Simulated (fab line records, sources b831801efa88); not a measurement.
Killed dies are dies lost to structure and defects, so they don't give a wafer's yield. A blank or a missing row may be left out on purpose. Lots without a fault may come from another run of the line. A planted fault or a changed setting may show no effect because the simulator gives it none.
Which tool did it? | flow sky130 | 12 lots, 36 wafers sampled, at 4 steps of a route of 708

WHAT THE GAUGES READ, wafer by wafer
SKY_VIA2_THK_MEAS_23: measures by xrf. Usual: VIA2_W_THK 419 nm, standard deviation 5.9.
lot  | measured     | on            | VIA2_W_THK (nm) | flag
L676 | day 37 06:56 | film_metro-03 | 436 433 432     |
L681 | day 38 13:19 | film_metro-04 | 412 417 411     |
L684 | day 39 19:56 | film_metro-04 | 423 416 417     |
L686 | day 40 04:33 | film_metro-04 | 423 425 421     |
L688 | day 40 17:39 | film_metro-03 | 412 414 420     |
L690 | day 41 09:19 | film_metro-02 | 425 422 431     |
L692 | day 42 00:00 | film_metro-02 | 424 424 420     |
L693 | day 42 02:58 | film_metro-04 | 419 416 420     |
L694 | day 42 12:16 | film_metro-03 | 425 426 417     |
L695 | day 42 16:01 | film_metro-03 | 428 419 427     |
L696 | day 42 20:14 | film_metro-02 | 425 421 422     |
L697 | day 43 16:37 | film_metro-03 | 425 422 420     |

SKY_CAPM_OVL_MEAS_12. Usual: CAPM_OVL 1.2 nm, standard deviation 1.4.
lot  | measured     | on         | CAPM_OVL (nm)  | flag
L676 | day 38 09:44 | overlay-02 | 2.3 2.4 0.9    |
L681 | day 39 13:53 | overlay-02 | 0.4 0.6 -0.2   |
L684 | day 40 20:50 | overlay-02 | 2.9 1.8 4.7    |
L686 | day 41 05:05 | overlay-02 | -0.1 -0.3 -0.3 |
L688 | day 41 17:35 | overlay-02 | 2.6 1.9 1.1    |
L690 | day 42 09:13 | overlay-02 | -0.6 1.5 2.2   |
L692 | day 42 23:59 | overlay-01 | 1.2 0.7 1.5    |
L693 | day 43 03:17 | overlay-02 | -0.4 0.7 -0.5  |
L694 | day 43 12:34 | overlay-02 | -1.3 -0.1 -0.6 |
L695 | day 43 16:02 | overlay-02 | -0.5 -0.5 0.8  |
L696 | day 43 19:32 | overlay-01 | -1.0 -0.3 0.5  |
L697 | day 44 15:50 | overlay-02 | 0.0 0.2 0.1    |

WHICH TOOL RAN EACH LOT (tool, then ch and the chambers of the sampled wafers, then the start)
lot  | SKY_VIA2_CMP_24               | SKY_CAPM_CVD_00
L676 | cmp-02 ch 0,2,3, day 37 07:12 | pecvd-03 ch 0,1, day 37 07:40
L681 | cmp-02 ch 2,3, day 38 13:25   | pecvd-02 ch 0,2, day 38 13:49
L684 | cmp-01 ch 0,1,3, day 39 20:02 | pecvd-02 ch 1,2, day 39 20:26
L686 | cmp-01 ch 0,1,2, day 40 04:36 | pecvd-03 ch 0, day 40 05:04
L688 | cmp-01 ch 0,3, day 40 17:43   | pecvd-01 ch 0,2, day 40 18:10
L690 | cmp-02 ch 1,2, day 41 09:26   | pecvd-01 ch 0,1, day 41 09:50
L692 | cmp-02 ch 0,2, day 42 00:13   | pecvd-03 ch 0,1,2, day 42 00:37
L693 | cmp-02 ch 0,1,3, day 42 03:01 | pecvd-01 ch 0,2, day 42 03:28
L694 | cmp-02 ch 0,2,3, day 42 12:19 | pecvd-01 ch 0,1,2, day 42 12:47
L695 | cmp-01 ch 1,2,3, day 42 16:10 | pecvd-01 ch 0,1,2, day 42 16:31
L696 | cmp-01 ch 0,2,3, day 42 20:23 | pecvd-01 ch 0,1, day 42 20:44
L697 | cmp-01 ch 0,1,2, day 43 16:42 | pecvd-01 ch 1,2, day 43 17:06
- SKY_VIA2_CMP_24: polishes, stops on SiO2, t overpolish 20 s, target thk 0 nm.
- SKY_CAPM_CVD_00: deposits SiO2, target thk 15.5 nm.

WHAT THE TOOLS THEMSELVES READ (means of the sampled wafers that have a number; where no wafer has one, the mark that the record gives instead)
SKY_VIA2_CMP_24. Usual: motor_current_A 11.2 A, standard deviation 0.88; overpolish_run_s 20.001 s, standard deviation 0.0093; time_to_endpoint_s 102.2 s, standard deviation 3.
lot  | tool   | motor_current_A (A) | overpolish_run_s (s) | time_to_endpoint_s (s) | flag
L676 | cmp-02 | 11.1                | 19.996               | 105.1                  |
L681 | cmp-02 | 11.5                | 20.003               | 105.3                  |
L684 | cmp-01 | 11.7                | 19.987               | 103.3                  |
L686 | cmp-01 | 10.9                | 19.997               | 99.6                   |
L688 | cmp-01 | 11.0                | 20.005               | 96.5                   |
L690 | cmp-02 | 11.7                | 20.001               | 107.1                  |
L692 | cmp-02 | 10.5                | 20.005               | 99.5                   |
L693 | cmp-02 | 10.8                | 19.998               | 97.7                   |
L694 | cmp-02 | 11.2                | 20.010               | 104.5                  |
L695 | cmp-01 | 11.2                | 20.001               | 101.6                  |
L696 | cmp-01 | 10.8                | 19.994               | 102.5                  |
L697 | cmp-01 | 10.8                | 20.000               | 98.6                   |

SKY_CAPM_CVD_00. Usual: heater_power_outer_w 432 W, standard deviation 69; heater_power_w 721 W, standard deviation 95; rf_fwd_power_W 441.8 W, standard deviation 2.2.
lot  | tool     | heater_power_outer_w (W) | heater_power_w (W) | rf_fwd_power_W (W) | flag
L676 | pecvd-03 | 553                      | 853                | 439.7              |
L681 | pecvd-02 | 447                      | 760                | 443.6              |
L684 | pecvd-02 | 455                      | 753                | 421.5              | OFF
L686 | pecvd-03 | 546                      | 826                | 441.8              |
L688 | pecvd-01 | 461                      | 789                | 440.6              |
L690 | pecvd-01 | 405                      | 700                | 441.4              |
L692 | pecvd-03 | 448                      | 733                | 440.5              |
L693 | pecvd-01 | 409                      | 711                | 441.0              |
L694 | pecvd-01 | 417                      | 717                | 441.3              |
L695 | pecvd-01 | 396                      | 697                | 442.0              |
L696 | pecvd-01 | 441                      | 752                | 443.2              |
L697 | pecvd-01 | 442                      | 747                | 443.7              |

THE ANSWER, worked out from the rows above alone
Rule: a lot is off if the mean of its wafers that have a number lies more than 3 standard deviations from the usual mean. A lot without any number at a reading at which 4 lots or more have one is off too. The other lots that the step has rows for count as sound. The gauges are gone through in route order, then the tools' own readings, and for those a lot's mean is taken as printed above. The first step at which some lot is off is used, and at that step the reading that is off furthest; a lot without a number counts as furthest.
Off: L684, at SKY_CAPM_CVD_00 (rf_fwd_power_W).
A tool fits if, at that step or a process step before it, it ran every lot that is off, and no sound lot after the first of them. One fits: pecvd-02 at SKY_CAPM_CVD_00. Its last sound lot is L681 (day 38 13:49), its first lot that is off L684 (day 39 20:26): a fault that began between those two fits.
The tool's own readings at SKY_CAPM_CVD_00 bear it out: on the lots that are off they differ by more than 5 times the standard deviation of the sound lots' means. rf_fwd_power_W reads 421.5 W there against 441.7 W on the sound lots.

WHAT THE SIMULATOR HAD PUT IN
Process parameter drift: pecvd-02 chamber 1, from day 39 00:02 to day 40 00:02, at SKY_CAPM_CVD_00. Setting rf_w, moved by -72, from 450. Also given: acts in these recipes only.
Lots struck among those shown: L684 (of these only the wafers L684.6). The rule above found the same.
